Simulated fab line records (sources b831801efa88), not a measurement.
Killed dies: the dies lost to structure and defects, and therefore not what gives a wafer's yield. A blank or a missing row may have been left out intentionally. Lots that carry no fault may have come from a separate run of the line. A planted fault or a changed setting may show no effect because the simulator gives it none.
fab line records ; flow sky130
record lots=12; wafers=36; last-day=50
route steps=708 shown VT_ADJUST_NCORE@121 SD_P@327 SD_N@350 METAL1@454
lots untouched by any fault: they come from a run of this same line in which no faults occurred
start-h: hours from the record's opening day to when the first of the lot's shown wafers began ; wait-h: hours elapsed since this lot's preceding step ; " same as the row above ; L1.1+2: several wafers, shown together as one row ; - value missing, or start not given ; * or withheld: withheld ; < > ~ a bound
route shown NAME@n: NAME is a module with steps in the file, n the number in the route of the first one ; usual: average and standard deviation across the fault-free wafers ; same: alike in all rows ; chamber/n: place in a boat ; sites: per-site readings ; _std_site: standard deviation of those values ; _edge_site: inner sites' mean taken away from outer sites' mean ; radius-mm: how far each site lies from the wafer's centre ; mask NAME#n: copy n ; behind: tool/chamber where the wafer was last shaped ; hold: the reason the lot was held/the length of the hold in hours/how it ended ; device: transistor that didn't switch, given as n, p or np ; end of line: the route-end tests of the same wafers ; where a step has no rows: the recipe by itself ; killed: the dies lost at the first sort to structure and to defects; this is not the yield of the wafer ; map: a wafer's dies, marking killed ones x, the rest . and places with no die _
set.NAME: the setting the step ran with; set.NAME@STEP: the setting that earlier step ran with ; model.NAME: the simulator's own value behind a step, which no gauge read
the route's steps for a sample of lots (tables are steps, rows are wafers)
services: from which hour (start-h, from the record's first day; less than 0 if before it) a tool's chamber was out of use, for how many hours, and why
## steps
# step SKY_VT_ADJUST_NCORE_COAT_02
# recipe resist=NOVOLAK; spin-rpm=3000; resist-thk-nm=1140
# usual chill-plate-temp-C=22.97/0.11
lot.wafer;tool;chamber;start-h;wait-h;chill-plate-temp-C
L226.1;litho-track-01;0;174.47;0.1;22.89
L226.2;litho-track-01;0;174.47;0.1;22.97
L226.5;litho-track-01;0;174.47;0.1;22.75
L228.1;litho-track-03;0;187.99;0.1;22.86
L228.2;litho-track-03;0;187.99;0.1;22.90
L228.6;litho-track-03;0;187.99;0.1;22.96
L230.1;litho-track-03;0;204.04;0.1;23.15
L230.3;litho-track-03;0;204.04;0.1;23.21
L230.5;litho-track-03;0;204.04;0.1;23.00
L231.1;litho-track-01;0;208.72;0.1;22.74
L231.2;litho-track-01;0;208.72;0.1;22.85
L231.6;litho-track-01;0;208.72;0.1;22.88
L232.1;litho-track-04;0;212.45;0.1;22.80
L232.3;litho-track-04;0;212.45;0.1;22.95
L232.5;litho-track-04;0;212.45;0.1;22.88
L236.2;litho-track-03;0;242.12;0.1;22.93
L236.3;litho-track-03;0;242.12;0.1;22.93
L236.5;litho-track-03;0;242.12;0.1;22.86
L237.1;litho-track-03;0;249.99;0.1;22.83
L237.4;litho-track-03;0;249.99;0.1;22.89
L237.5;litho-track-03;0;249.99;0.1;22.90
L238.3;litho-track-04;0;254.10;0.1;23.19
L238.5;litho-track-04;0;254.10;0.1;23.04
L238.6;litho-track-04;0;254.10;0.1;23.02
L241.1;litho-track-01;0;298.12;0.1;23.00
L241.3;litho-track-01;0;298.12;0.1;23.02
L241.5;litho-track-01;0;298.12;0.1;23.04
L246.2;litho-track-01;0;324.89;0.1;22.98
L246.5;litho-track-01;0;324.89;0.1;22.76
L246.6;litho-track-01;0;324.89;0.1;22.84
L245.1;litho-track-03;0;325.09;0.1;23.13
L245.2;litho-track-03;0;325.09;0.1;23.07
L245.4;litho-track-03;0;325.09;0.1;23.07
L247.1;litho-track-04;0;328.35;0.1;23.01
L247.3;litho-track-04;0;328.35;0.1;23.00
L247.5;litho-track-04;0;328.35;0.1;23.02
# step SKY_VT_ADJUST_NCORE_STRIP_10
# recipe chemistry=O2/N2; power-w=1400; pressure-mtorr=1500; platen-temp-c=withheld; o2-flow-sccm=3000; n2-flow-sccm=300; overash-fraction=0.5
# usual drypump-motor-current-A=5.9/0.4; oes-product-au=0.715/0.0048; strip-time-to-endpoint-s=14.19/0.036
lot.wafer;tool;chamber;start-h;wait-h;drypump-motor-current-A;oes-product-au;rf-hours-counter-h;strip-time-to-endpoint-s
L226.1;plasma-asher-01;1;185.32;0.1;5.7;0.719;51;14.18
L226.2;plasma-asher-01;0;185.32;0.1;6.7;0.714;51;14.20
L226.5;plasma-asher-01;0;185.32;0.1;6.7;0.716;-;14.20
L228.1;plasma-asher-03;0;197.97;0.1;6.1;0.716;49;14.20
L228.2;plasma-asher-03;1;197.97;0.1;5.3;0.724;49;14.15
L228.6;plasma-asher-03;0;197.97;0.1;6.1;0.711;-;14.16
L230.1;plasma-asher-03;0;215.32;0.1;6.0;0.726;50;14.18
L230.3;plasma-asher-03;0;215.32;0.1;6.0;0.707;-;14.19
L230.5;plasma-asher-03;1;215.32;0.1;5.3;0.717;-;14.25
L231.1;plasma-asher-02;1;219.82;0.1;5.9;0.725;10;14.15
L231.2;plasma-asher-02;0;219.82;0.1;5.8;0.710;10;14.14
L231.6;plasma-asher-02;1;219.82;0.1;5.9;0.717;-;14.15
L232.1;plasma-asher-02;0;223.86;0.1;5.8;0.721;10;14.22
L232.3;plasma-asher-02;1;223.86;0.1;6.0;0.713;-;14.23
L232.5;plasma-asher-02;1;223.86;0.1;6.0;0.712;-;14.18
L236.2;plasma-asher-01;1;254.07;0.1;5.7;0.718;57;14.62
L236.3;plasma-asher-01;0;254.07;0.1;6.7;0.712;-;14.63
L236.5;plasma-asher-01;1;254.07;0.1;5.7;0.717;-;14.61
L237.1;plasma-asher-02;1;262.67;0.1;6.0;0.717;14;14.66
L237.4;plasma-asher-02;1;262.67;0.1;6.0;0.719;-;14.67
L237.5;plasma-asher-02;1;262.67;0.1;5.9;0.714;-;14.70
L238.3;plasma-asher-02;1;266.94;0.1;5.9;0.708;-;14.15
L238.5;plasma-asher-02;1;266.94;0.1;5.9;0.712;-;14.20
L238.6;plasma-asher-02;0;266.94;0.1;5.8;0.717;-;14.14
L241.1;plasma-asher-03;0;310.82;0.1;6.1;0.708;60;14.18
L241.3;plasma-asher-03;1;310.82;0.1;5.3;0.715;-;14.21
L241.5;plasma-asher-03;1;310.82;0.1;5.3;0.713;-;14.16
L246.2;plasma-asher-02;0;338.62;0.1;5.8;0.720;22;14.21
L246.5;plasma-asher-02;0;338.62;0.1;5.8;0.714;-;14.24
L246.6;plasma-asher-02;1;338.62;0.1;6.0;0.721;-;14.25
L245.1;plasma-asher-03;1;338.91;0.1;5.3;0.720;62;14.23
L245.2;plasma-asher-03;0;338.91;0.1;6.1;0.718;62;14.22
L245.4;plasma-asher-03;1;338.91;0.1;5.3;0.721;-;14.21
L247.1;plasma-asher-03;0;342.32;0.1;6.0;0.710;63;14.25
L247.3;plasma-asher-03;1;342.32;0.1;5.3;0.717;-;14.19
L247.5;plasma-asher-03;1;342.32;0.1;5.3;0.715;-;14.22
# step SKY_SD_P_CD_MEAS_07
# recipe target-cd-nm=380
# usual cd-nm=379.4/2.2
lot.wafer;tool;chamber;start-h;wait-h;cd-nm
L226.1;cd-sem-01;-;585.52;0.1;381.5
L226.2;cd-sem-01;-;585.52;0.1;382.6
L226.5;cd-sem-01;-;585.52;0.1;383.7
L228.1;cd-sem-02;-;605.79;0.1;381.2
L228.2;cd-sem-02;-;605.79;0.1;381.1
L228.6;cd-sem-02;-;605.79;0.1;379.8
L230.1;cd-sem-01;-;629.59;0.1;380.5
L230.3;cd-sem-01;-;629.59;0.1;379.2
L230.5;cd-sem-01;-;629.59;0.1;379.9
L231.1;cd-sem-02;-;630.54;0.1;381.9
L231.2;cd-sem-02;-;630.54;0.1;380.6
L231.6;cd-sem-02;-;630.54;0.1;381.5
L232.1;cd-sem-02;-;644.04;0.1;380.2
L232.3;cd-sem-02;-;644.04;0.1;378.6
L232.5;cd-sem-02;-;644.04;0.1;380.1
L236.2;cd-sem-02;-;674.29;0.1;379.5
L236.3;cd-sem-02;-;674.29;0.1;377.3
L236.5;cd-sem-02;-;674.29;0.1;378.5
L237.1;cd-sem-01;-;680.89;0.1;390.7
L237.4;cd-sem-01;-;680.89;0.1;389.7
L237.5;cd-sem-01;-;680.89;0.1;389.5
L238.3;cd-sem-01;-;689.73;0.1;379.5
L238.5;cd-sem-01;-;689.73;0.1;378.4
L238.6;cd-sem-01;-;689.73;0.1;377.8
L241.1;cd-sem-01;-;736.84;0.1;378.6
L241.3;cd-sem-01;-;736.84;0.1;379.7
L241.5;cd-sem-01;-;736.84;0.1;380.1
L246.2;cd-sem-01;-;767.04;0.1;377.4
L246.5;cd-sem-01;-;767.04;0.1;376.9
L246.6;cd-sem-01;-;767.04;0.1;378.6
L245.1;cd-sem-02;-;767.92;0.1;376.2
L245.2;cd-sem-02;-;767.92;0.1;377.4
L245.4;cd-sem-02;-;767.92;0.1;376.0
L247.1;cd-sem-02;-;769.12;0.1;380.3
L247.3;cd-sem-02;-;769.12;0.1;381.5
L247.5;cd-sem-02;-;769.12;0.1;382.0
# step SKY_SD_N_OVL_MEAS_08
# usual SD_N_OVL=0.2/1.6
lot.wafer;tool;chamber;start-h;wait-h;SD_N_OVL[nm]
L226.1;overlay-02;-;644.42;0.1;1.7
L226.2;overlay-02;-;644.42;0.1;-0.6
L226.5;overlay-02;-;644.42;0.1;2.5
L228.1;overlay-01;-;663.61;0.1;-0.6
L228.2;overlay-01;-;663.61;0.1;1.1
L228.6;overlay-01;-;663.61;0.1;0.1
L230.1;overlay-01;-;685.31;0.1;-0.6
L230.3;overlay-01;-;685.31;0.1;0.9
L230.5;overlay-01;-;685.31;0.1;0.4
L231.1;overlay-02;-;687.52;0.1;1.6
L231.2;overlay-02;-;687.52;0.1;-1.0
L231.6;overlay-02;-;687.52;0.1;1.6
L232.1;overlay-01;-;700.09;0.1;0.5
L232.3;overlay-01;-;700.09;0.1;-1.9
L232.5;overlay-01;-;700.09;0.1;0.8
L236.2;overlay-02;-;729.82;0.1;1.8
L236.3;overlay-02;-;729.82;0.1;0.9
L236.5;overlay-02;-;729.82;0.1;0.5
L237.1;overlay-02;-;737.56;0.1;-0.1
L237.4;overlay-02;-;737.56;0.1;-0.3
L237.5;overlay-02;-;737.56;0.1;-1.9
L238.3;overlay-01;-;745.30;0.1;1.3
L238.5;overlay-01;-;745.30;0.1;1.2
L238.6;overlay-01;-;745.30;0.1;3.7
L241.1;overlay-01;-;790.22;0.1;0.2
L241.3;overlay-01;-;790.22;0.1;1.2
L241.5;overlay-01;-;790.22;0.1;0.2
L246.2;overlay-02;-;821.52;0.1;-1.1
L246.5;overlay-02;-;821.52;0.1;-0.7
L246.6;overlay-02;-;821.52;0.1;-0.9
L245.1;overlay-02;-;822.04;0.1;-1.4
L245.2;overlay-02;-;822.04;0.1;-1.2
L245.4;overlay-02;-;822.04;0.1;-4.1
L247.1;overlay-02;-;822.64;0.1;0.8
L247.3;overlay-02;-;822.64;0.1;1.0
L247.5;overlay-02;-;822.64;0.1;2.8
# step SKY_METAL1_STRIP_20
# recipe chemistry=O2/N2; power-w=1400; pressure-mtorr=1500; platen-temp-c=withheld; o2-flow-sccm=3000; n2-flow-sccm=300; overash-fraction=0.5
# usual drypump-motor-current-A=5.6/0.3; oes-product-au=0.341/0.005; strip-time-to-endpoint-s=2.66/0.051
lot.wafer;tool;chamber;start-h;wait-h;drypump-motor-current-A;oes-product-au;rf-hours-counter-h;strip-time-to-endpoint-s
L226.1;plasma-asher-04;1;763.16;0.1;5.3;0.349;96;2.78
L226.2;plasma-asher-04;0;763.16;0.1;5.4;0.352;96;2.75
L226.5;plasma-asher-04;0;763.16;0.1;5.3;0.347;-;2.74
L228.1;plasma-asher-03;1;780.47;0.1;5.3;0.348;34;2.67
L228.2;plasma-asher-03;0;780.47;0.1;6.0;0.341;34;2.71
L228.6;plasma-asher-03;0;780.47;0.1;6.0;0.341;-;2.72
L230.1;plasma-asher-04;0;801.06;0.1;5.3;0.341;99;2.73
L230.3;plasma-asher-04;1;801.06;0.1;5.3;0.360;-;2.76
L230.5;plasma-asher-04;1;801.06;0.1;5.3;0.348;-;2.72
L231.1;plasma-asher-02;1;803.11;0.1;6.0;0.340;67;2.59
L231.2;plasma-asher-02;0;803.11;0.1;5.8;0.345;67;2.58
L231.6;plasma-asher-02;1;803.11;0.1;6.0;0.339;-;2.58
L232.1;plasma-asher-02;0;815.09;0.1;5.8;0.339;68;2.62
L232.3;plasma-asher-02;0;815.09;0.1;5.8;0.337;-;2.63
L232.5;plasma-asher-02;0;815.09;0.1;5.8;0.338;-;2.66
L236.2;plasma-asher-02;0;841.09;0.1;5.8;0.342;70;2.63
L236.3;plasma-asher-02;0;841.09;0.1;5.8;0.337;-;2.68
L236.5;plasma-asher-02;0;841.09;0.1;5.8;0.336;-;2.64
L237.1;plasma-asher-02;1;851.06;0.1;5.9;0.336;71;2.60
L237.4;plasma-asher-02;1;851.06;0.1;6.0;0.339;-;2.59
L237.5;plasma-asher-02;0;851.06;0.1;5.8;0.339;-;2.59
L238.3;plasma-asher-04;1;857.22;0.1;5.3;0.336;-;2.69
L238.5;plasma-asher-04;1;857.22;0.1;5.3;0.348;-;2.63
L238.6;plasma-asher-04;0;857.22;0.1;5.3;0.340;-;2.68
L241.1;plasma-asher-04;0;901.28;0.1;5.3;0.342;108;2.61
L241.3;plasma-asher-04;0;901.28;0.1;5.4;0.346;-;2.60
L241.5;plasma-asher-04;1;901.28;0.1;5.3;0.337;-;2.59
L246.2;plasma-asher-04;1;931.19;0.1;5.3;0.348;112;2.69
L246.5;plasma-asher-04;0;931.19;0.1;5.3;0.347;-;2.72
L246.6;plasma-asher-04;1;931.19;0.1;5.3;0.335;-;2.71
L245.1;plasma-asher-03;1;931.48;0.1;5.3;0.347;50;2.66
L245.2;plasma-asher-03;0;931.48;0.1;6.1;0.344;50;2.60
L245.4;plasma-asher-03;1;931.48;0.1;5.3;0.343;-;2.67
L247.1;plasma-asher-03;1;932.11;0.1;5.3;0.346;50;2.63
L247.3;plasma-asher-03;0;932.11;0.1;6.1;0.340;-;2.68
L247.5;plasma-asher-03;0;932.11;0.1;6.1;0.341;-;2.64
## services
tool;chamber;start-h;hours;kind
plasma-asher-01;-;194.69;4.2;repair
plasma-asher-04;-;197.53;2.8;pm
plasma-asher-03;-;210.66;1.0;repair
plasma-asher-03;-;236.07;2.6;repair
plasma-asher-01;-;337.57;2.8;pm
plasma-asher-02;-;365.76;0.5;repair
plasma-asher-03;-;421.25;9.0;pm
plasma-asher-04;-;425.99;0.6;repair
plasma-asher-03;-;477.49;1.9;repair
plasma-asher-01;-;506.24;2.5;repair
plasma-asher-04;-;518.61;0.8;repair
plasma-asher-04;-;535.12;7.9;repair
plasma-asher-02;-;563.80;0.5;repair
plasma-asher-02;-;619.10;2.8;pm
plasma-asher-02;-;626.37;1.7;repair
plasma-asher-01;-;632.17;2.4;repair
plasma-asher-03;-;663.50;14.6;pm
plasma-asher-04;-;731.44;1.1;repair
plasma-asher-01;-;733.75;9.0;pm
plasma-asher-02;-;734.81;6.5;pm
plasma-asher-04;-;779.03;14.6;pm
plasma-asher-02;-;784.65;7.7;repair
plasma-asher-02;-;798.64;3.3;repair
plasma-asher-03;-;912.49;2.8;pm
## key
first-sign step=SKY_VT_ADJUST_NCORE_STRIP_10; reading=strip-time-to-endpoint-s; direction=up; sigmas=13; usual=*; struck=*
effect step=SKY_SD_P_CD_MEAS_07; reading=cd-nm; direction=up; sigmas=2.2; usual=379.4; struck=384.2; through=control-loop
met-at SKY_VT_ADJUST_NCORE_COAT_02
struck-lots L236,L237
tester-left-out L236,L237
loop-trim step=SKY_SD_P_EXPOSE_04; setting=dose; lots=L237
not-acting-at SKY_SD_P_CD_MEAS_07,SKY_SD_N_OVL_MEAS_08,SKY_METAL1_STRIP_20
onset-between 204.04 242.12
fault kind=process-parameter-drift; tool=litho-track-03; chamber=-; onset-h=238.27; steps=SKY_VT_ADJUST_NCORE_COAT_02; channel=resist-thk-nm; offset=44.576; shape=step; end-h=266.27; acts-in=these-recipes-only; stated=1140
# tester-left-out: of these lots the tester's yield and bins aren't shown, on N5 and GAA mostly nor the transistor test; their killed dies are dies lost to structure and defects alone, not to doping, threshold or leakage, so they don't give the yield
# loop-trim: a control loop set the setting to another value than it would have without faults
